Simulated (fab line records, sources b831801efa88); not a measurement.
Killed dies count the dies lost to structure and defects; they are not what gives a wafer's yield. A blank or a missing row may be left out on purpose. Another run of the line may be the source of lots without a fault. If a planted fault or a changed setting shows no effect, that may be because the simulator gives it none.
Which tool is to blame? ; flow gf180mcu ; Sampling: 24 lots, 72 wafers, 5 of 602 route steps

## WHAT EACH GAUGE READ, for each wafer
GF_PSD_TW_MEAS_11. Usual: PSD_TW gives 3184 (standard deviation 32).
lot;measured;on;PSD_TW;flag
L074;day 14 09:13;film-metro-01;3245 3240 3237;
L075;day 14 18:29;film-metro-03;3169 3179 3196;
L076;day 14 20:22;film-metro-03;3169 3194 3159;
L077;day 15 03:46;film-metro-03;3160 3156 3167;
L078;day 15 15:12;film-metro-04;3202 3207 3202;
L079;day 16 02:19;film-metro-04;3172 3177 3157;
L080;day 16 10:53;film-metro-03;3172 3163 3160;
L081;day 16 17:10;film-metro-04;3149 3152 3154;
L082;day 17 04:41;film-metro-04;3169 3183 3176;
L083;day 17 11:16;film-metro-04;3170 3181 3167;
L084;day 17 19:59;film-metro-04;3173 3177 3178;
L085;day 17 23:17;film-metro-03;3143 3147 3159;
L086;day 18 12:21;film-metro-03;3158 3160 3170;
L087;day 18 16:58;film-metro-03;3169 3179 3193;
L088;day 19 14:09;film-metro-03;3171 3159 3162;
L089;day 19 15:24;film-metro-03;3162 3177 3167;
L090;day 19 23:50;film-metro-01;3225 3232 3237;
L091;day 20 03:40;film-metro-03;3152 3169 3142;
L092;day 20 10:10;film-metro-01;3250 3250 3242;
L093;day 20 19:39;film-metro-03;3151 3159 3141;
L094;day 21 07:02;film-metro-04;3182 3176 3175;
L095;day 21 12:46;film-metro-01;3248 3228 3242;
L096;day 21 17:42;film-metro-04;3170 3190 3162;
L097;day 22 04:18;film-metro-01;3241 3241 3229;

GF_M2_RS_MEAS_05: measures by four-point-probe. Usual: M2_ALCU_RS gives 0.0695 ohm/sq (standard deviation 0.00076).
lot;measured;on;M2_ALCU_RS (ohm/sq);flag
L074;day 18 07:40;film-metro-01;0.0701 0.0701 0.0698;
L075;day 18 18:41;film-metro-02;0.0695 0.0690 0.0700;
L076;day 18 20:22;film-metro-03;0.0696 0.0701 0.0698;
L077;day 19 06:01;film-metro-01;0.0687 0.0678 0.0684;
L078;day 19 18:23;film-metro-03;0.0687 0.0690 0.0691;
L079;day 20 05:22;film-metro-01;0.0695 0.0699 0.0690;
L080;day 20 14:09;film-metro-01;0.0684 0.0686 0.0686;
L081;day 20 20:43;film-metro-03;0.0694 0.0700 0.0697;
L082;day 21 09:39;film-metro-03;0.0708 0.0709 0.0708;
L083;day 21 15:38;film-metro-03;0.0686 0.0685 0.0683;
L084;day 22 00:23;film-metro-03;0.0692 0.0690 0.0694;
L085;day 22 05:13;film-metro-03;0.0686 0.0682 0.0678;
L086;day 22 18:55;film-metro-03;0.0701 0.0711 0.0705;
L087;day 22 20:52;film-metro-02;0.0694 0.0687 0.0693;
L088;day 23 17:53;film-metro-03;0.0704 0.0703 0.0701;
L089;day 23 19:31;film-metro-02;0.0689 0.0695 0.0696;
L090;day 24 03:31;film-metro-03;0.0703 0.0698 0.0700;
L091;day 24 07:13;film-metro-03;0.0703 0.0702 0.0698;
L092;day 24 12:41;film-metro-02;0.0704 0.0708 0.0701;
L093;day 24 22:40;film-metro-03;0.0692 0.0691 0.0688;
L094;day 25 08:25;film-metro-03;0.0693 0.0699 0.0701;
L095;day 25 14:20;film-metro-01;0.0704 0.0705 0.0705;
L096;day 25 17:26;film-metro-02;0.0701 0.0696 0.0698;
L097;day 26 02:22;film-metro-01;0.0690 0.0701 0.0693;

GF_M2_THK_MEAS_06: measures by xrf. Usual: M2_ALCU_THK gives 453 nm (standard deviation 6.3).
lot;measured;on;M2_ALCU_THK (nm);flag
L074;day 18 07:46;film-metro-01;454 457 457;
L075;day 18 18:47;film-metro-02;455 457 453;
L076;day 18 20:28;film-metro-03;449 446 447;
L077;day 19 06:08;film-metro-01;464 468 464;
L078;day 19 18:30;film-metro-03;453 452 453;
L079;day 20 05:29;film-metro-01;458 454 461;
L080;day 20 14:16;film-metro-01;463 465 463;
L081;day 20 20:49;film-metro-03;448 447 448;
L082;day 21 09:46;film-metro-03;444 444 441;
L083;day 21 15:44;film-metro-03;457 458 458;
L084;day 22 00:30;film-metro-03;454 451 451;
L085;day 22 05:20;film-metro-03;454 462 460;
L086;day 22 19:02;film-metro-03;447 441 444;
L087;day 22 20:59;film-metro-02;456 457 455;
L088;day 23 18:00;film-metro-03;445 446 448;
L089;day 23 19:37;film-metro-02;458 455 455;
L090;day 24 03:38;film-metro-03;443 446 446;
L091;day 24 07:19;film-metro-03;445 446 448;
L092;day 24 12:49;film-metro-02;449 448 453;
L093;day 24 22:46;film-metro-03;452 451 452;
L094;day 25 08:32;film-metro-03;453 447 445;
L095;day 25 14:27;film-metro-01;452 451 448;
L096;day 25 17:33;film-metro-02;453 451 452;
L097;day 26 02:29;film-metro-01;462 453 456;

## WHICH TOOL RAN EACH LOT (tool, then ch and the chambers of the sampled wafers, then the start)
lot;GF_STI_ETCH_13;GF_CONTACT_CVD_24
L074;rie-diel-01 ch 0,2,3, day 2 01:28;cvd-w-01 ch 0,1, day 16 07:15
L075;rie-diel-02 ch 0,2,3, day 2 07:22;cvd-w-01 ch 0,1, day 16 16:59
L076;rie-diel-04 ch 0,2,3, day 2 11:52;cvd-w-02 ch 0, day 16 18:04
L077;rie-diel-01 ch 0,1,3, day 2 17:25;cvd-w-01 ch 0,1, day 17 03:19
L078;rie-diel-01 ch 0,3, day 2 21:13;cvd-w-02 ch 0, day 17 14:10
L079;rie-diel-01 ch 0,1,3, day 3 04:01;cvd-w-01 ch 0,1, day 18 02:10
L080;rie-diel-02 ch 0,1,2, day 3 09:01;cvd-w-01 ch 0,1, day 18 10:54
L081;rie-diel-04 ch 0,1,3, day 3 13:43;cvd-w-01 ch 0,1, day 18 17:17
L082;rie-diel-01 ch 0,2, day 3 20:37;cvd-w-01 ch 0,1, day 19 06:19
L083;rie-diel-02 ch 0,3, day 4 00:58;cvd-w-01 ch 0,1, day 19 12:52
L084;rie-diel-04 ch 1,2,3, day 4 07:01;cvd-w-02 ch 0,1, day 19 21:27
L085;rie-diel-04 ch 1,2,3, day 4 11:10;cvd-w-01 ch 0,1, day 20 01:41
L086;rie-diel-04 ch 0,1,3, day 4 15:28;cvd-w-02 ch 0,1, day 20 15:01
L087;rie-diel-01 ch 0,2,3, day 4 20:55;cvd-w-01 ch 0,1, day 20 18:19
L088;rie-diel-04 ch 2,3, day 5 03:28;cvd-w-01 ch 0,1, day 21 15:33
L089;rie-diel-02 ch 0,1, day 5 07:01;cvd-w-02 ch 0,1, day 21 17:06
L090;rie-diel-04 ch 0,1,3, day 5 14:04;cvd-w-02 ch 0,1, day 22 02:01
L091;rie-diel-04 ch 1,2,3, day 5 17:13;cvd-w-02 ch 0,1, day 22 06:09
L092;rie-diel-04 ch 1,2,3, day 5 21:43;cvd-w-02 ch 0,1, day 22 11:19
L093;rie-diel-04 ch 1,2,3, day 6 03:13;cvd-w-01 ch 0, day 22 20:32
L094;rie-diel-01 ch 1,2,3, day 6 08:19;cvd-w-02 ch 0,1, day 23 08:28
L095;rie-diel-02 ch 2,3, day 6 14:16;cvd-w-01 ch 1, day 23 12:54
L096;rie-diel-01 ch 1,2, day 6 18:31;cvd-w-02 ch 0,1, day 23 18:34
L097;rie-diel-02 ch 0,1, day 6 23:52;cvd-w-01 ch 0,1, day 24 03:34
- GF_STI_ETCH_13: etches the open film in CHF3/O2, stops on Si, target depth 282.31 nm, time 112.9 s.
- GF_CONTACT_CVD_24: deposits W, target thk 300 nm, time 90.339 s.

## WHAT THE TOOLS THEMSELVES READ (means of the sampled wafers that have a number; where no wafer has one, the mark that the record gives instead)
GF_STI_ETCH_13. Usual: drypump-motor-current-A 5.7 A, standard deviation 0.43; oes-product-au 0.831 a.u., standard deviation 0.0064; throttle-valve-pct 8.809 %, standard deviation 0.0085.
lot;tool;drypump-motor-current-A (A);oes-product-au (a.u.);throttle-valve-pct (%);flag
L074;rie-diel-01;5.6;0.827;8.817;
L075;rie-diel-02;5.6;0.827;8.820;
L076;rie-diel-04;6.1;0.828;8.810;
L077;rie-diel-01;5.8;0.829;8.811;
L078;rie-diel-01;5.9;0.830;8.804;
L079;rie-diel-01;5.7;0.835;8.808;
L080;rie-diel-02;5.7;0.838;8.811;
L081;rie-diel-04;5.8;0.831;8.807;
L082;rie-diel-01;5.6;0.840;8.816;
L083;rie-diel-02;5.3;0.831;8.807;
L084;rie-diel-04;5.9;0.832;8.804;
L085;rie-diel-04;5.9;0.831;8.821;
L086;rie-diel-04;5.8;0.826;8.807;
L087;rie-diel-01;5.7;0.831;8.806;
L088;rie-diel-04;6.1;0.831;8.810;
L089;rie-diel-02;5.7;0.838;8.812;
L090;rie-diel-04;5.7;0.832;8.810;
L091;rie-diel-04;5.9;0.835;8.815;
L092;rie-diel-04;5.9;0.828;8.817;
L093;rie-diel-04;5.9;0.833;8.810;
L094;rie-diel-01;5.5;0.832;8.806;
L095;rie-diel-02;5.6;0.826;8.807;
L096;rie-diel-01;5.4;0.831;8.805;
L097;rie-diel-02;5.5;0.821;8.805;

GF_CONTACT_CVD_24. Usual: heater-power-w 830 W, standard deviation 24.
lot;tool;heater-power-w (W);flag
L074;cvd-w-01;860;
L075;cvd-w-01;861;
L076;cvd-w-02;818;
L077;cvd-w-01;858;
L078;cvd-w-02;807;
L079;cvd-w-01;837;
L080;cvd-w-01;840;
L081;cvd-w-01;831;
L082;cvd-w-01;828;
L083;cvd-w-01;827;
L084;cvd-w-02;825;
L085;cvd-w-01;842;
L086;cvd-w-02;823;
L087;cvd-w-01;827;
L088;cvd-w-01;849;
L089;cvd-w-02;821;
L090;cvd-w-02;815;
L091;cvd-w-02;820;
L092;cvd-w-02;819;
L093;cvd-w-01;803;
L094;cvd-w-02;829;
L095;cvd-w-01;851;
L096;cvd-w-02;820;
L097;cvd-w-01;825;

## THE ANSWER, worked out from the rows above alone
Rule: a lot counts as off when the mean over its wafers that have a number is more than 3 standard deviations away from the usual mean. A lot without any number at a reading at which 4 lots or more have one is off too. Any other lot the step has rows for is counted as sound. The gauges are gone through in route order, then the tools' own readings, and for those a lot's mean is taken as printed above. The first step at which some lot is off is used, and at that step the reading that is off furthest; a lot without a number counts as furthest.
Across all readings shown, no lot is off: no conclusion can be drawn from this.

## WHAT WAS PUT IN BY THE SIMULATOR
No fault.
